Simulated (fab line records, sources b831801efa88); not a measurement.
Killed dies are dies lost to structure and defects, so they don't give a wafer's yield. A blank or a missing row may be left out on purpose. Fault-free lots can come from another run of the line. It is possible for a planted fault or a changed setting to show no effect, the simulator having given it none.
Problem report, 8D (eight disciplines) form, completed by code -- flow gf180mcu -- the parts of the form that need people (team, actions taken, sign-off) are left out

## 1. WHAT IS WRONG
cd-nm at GF_V3_CD_MEAS_14 reads a mean of 265.1 nm on 4 wafers of 3 lots; wafers without a fault read 260.2 nm with a standard deviation of 1.1. That puts it +4.5 standard deviations away from the usual mean.
The step: target cd 260 nm.
The first sign was on wafer L171.5 at day 26 20:37, on cd-sem-02. At this step, 36 wafers from 12 lots have a number in the record. Rule for "out" (also "out of limits"): further than 4 standard deviations from the usual mean. The rest of the wafers with a number are treated as sound.

## 2. WHAT THIS IS AND IS NOT
question,is,is not
which readings at this step,cd-nm,-
which lots,"L171, L172, L173","L159, L162, L168, L169, L170, L179, L180, L181, L182"
which wafers of those lots,"L171.5, L172.1, L173.1, L173.5","L171.2, L171.4, L172.2, L172.3, L173.3"
read on which gauges,"cd-sem-01, cd-sem-02",-
when,from day 26 20:37,"up to then (17 sound wafers); but 15 sound wafers of L172, L173, L179, L180, L181, L182 came after"

## 3. WHAT RULES OUT EACH SUSPECT
Counting: if a tool at a process step up to the reading ran every lot that is out, it stays a suspect. Sound lots after the first of them don't rule it out here, since some wafers of a struck lot are sound.
- ruled out: the gauge at GF_V3_CD_MEAS_14. 2 gauges (cd-sem-01, cd-sem-02) read the wafers that are out.
- krf-scanner-01 at GF_V3_EXPOSE_11 (exposes mask Via3, target cd 260 nm): kept. It ran every lot that is out, first L171 (day 26 10:42); its last sound lot up to then is L170 (day 26 04:31).
Remaining after the count: krf-scanner-01 at GF_V3_EXPOSE_11.

## 4. THE CAUSE (what the simulator had put in)
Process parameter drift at GF_V3_EXPOSE_11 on krf-scanner-01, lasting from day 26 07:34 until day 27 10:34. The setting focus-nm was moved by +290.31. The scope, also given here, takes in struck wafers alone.
Only this tool survived the counting.

## 5. THE CHAIN OF EFFECTS, in route order
Each row: a reading where the mean over the struck wafers with a number is more than 3 standard deviations away from the usual. Readings are gone through only where the record gives a usual standard deviation; hours: the median, over the lots, of the time from a lot's start at the first step in this table giving one to that lot's start at this step; sigmas: the change measured in usual standard deviations.
hours,step,reading,usual,on struck wafers,change,sigmas
0,GF_V3_CD_MEAS_14,cd-nm,260.2 nm,265.1,+4.9,+4.5

## 6. WHAT WOULD HAVE CAUGHT IT SOONER
Counted from the fault's start at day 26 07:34, it took 13 hours until the first out-of-limits reading at a measuring or inspecting step in this record, taken at day 26 20:37.
No tool reading at GF_V3_EXPOSE_11 that has a usual standard deviation in the record was out on any struck wafer, so an alarm limit of 4 standard deviations on those readings would not have fired.
Of the lots that are out (3), L173 began GF_V3_EXPOSE_11 on krf-scanner-01 after day 26 20:37. Had the tool been put on hold then, it would have been spared.
